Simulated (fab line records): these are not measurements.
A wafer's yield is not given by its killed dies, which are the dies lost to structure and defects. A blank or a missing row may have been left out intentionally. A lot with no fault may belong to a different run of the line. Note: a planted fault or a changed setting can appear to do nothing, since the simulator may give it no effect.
What tool caused it? / flow sky130 / 8 lots, 24 wafers sampled, at 2 steps of a route of 708

WHAT THE GAUGES SHOWED, per wafer
SKY_SPACER_THK_MEAS_01.
lot=L273; measured=day 24 13:12; on=film metro-01; SPACER_CVD_00_THK (nm)=42.9 42.4 42.5
lot=L276; measured=day 24 19:46; on=film metro-01; SPACER_CVD_00_THK (nm)=43.7 43.2 43.7
lot=L280; measured=day 25 08:58; on=film metro-01; SPACER_CVD_00_THK (nm)=43.0 42.7 42.7
lot=L282; measured=day 26 04:05; on=film metro-02; SPACER_CVD_00_THK (nm)=42.3 42.0 42.2
lot=L284; measured=day 27 11:32; on=film metro-04; SPACER_CVD_00_THK (nm)=52.1 52.3 51.7
lot=L285; measured=day 27 23:14; on=film metro-02; SPACER_CVD_00_THK (nm)=52.9 52.7 52.8
lot=L294; measured=day 30 13:11; on=film metro-04; SPACER_CVD_00_THK (nm)=43.0 43.4 43.3
lot=L296; measured=day 30 19:11; on=film metro-02; SPACER_CVD_00_THK (nm)=42.9 43.0 42.9

TOOL THAT RAN EACH LOT (tool first, then ch and the chambers of the sampled wafers, then the start)
lot=L273; SKY_SPACER_CVD_00=lpcvd-02 ch 0, day 24 11:59
lot=L276; SKY_SPACER_CVD_00=lpcvd-02 ch 1, day 24 18:33
lot=L280; SKY_SPACER_CVD_00=lpcvd-02 ch 0, day 25 07:46
lot=L282; SKY_SPACER_CVD_00=lpcvd-02 ch 0, day 26 02:53
lot=L284; SKY_SPACER_CVD_00=lpcvd-02 ch 0, day 27 09:44
lot=L285; SKY_SPACER_CVD_00=lpcvd-02 ch 0, day 27 22:01
lot=L294; SKY_SPACER_CVD_00=lpcvd-02 ch 1, day 30 11:21
lot=L296; SKY_SPACER_CVD_00=lpcvd-02 ch 1, day 30 17:58
- SKY_SPACER_CVD_00: deposits Si3N4 from DCS/NH3, target thk 43.1 nm, time 740 s.

THE ANSWER, worked out from the rows above alone
Rule: the usual values come from the lots themselves. Put in order of their means at a reading, lots are off if they are a third of the lots or fewer, leave a main group of 4 or more, and stand apart from it by a gap of 3 or more times the standard deviation of the main group's means; of several such gaps the widest counts. The tables above print the reading to a certain number of digits; a main group whose means all agree to those digits is not used. A lot without any number at a reading at which 4 lots or more have one is off too. All remaining lots with rows at the step are treated as sound.
Off: at SKY_SPACER_THK_MEAS_01 (SPACER_CVD_00_THK), L284, L285. Main group: mean 42.9 nm, sd 0.44.
If a tool, at a process step before that reading, ran all the lots that are off and no sound lot after the first of them, it fits. The gauges at SKY_SPACER_THK_MEAS_01 are tried like those tools. Of those tried, none fits.

WHAT THE SIMULATOR PUT IN
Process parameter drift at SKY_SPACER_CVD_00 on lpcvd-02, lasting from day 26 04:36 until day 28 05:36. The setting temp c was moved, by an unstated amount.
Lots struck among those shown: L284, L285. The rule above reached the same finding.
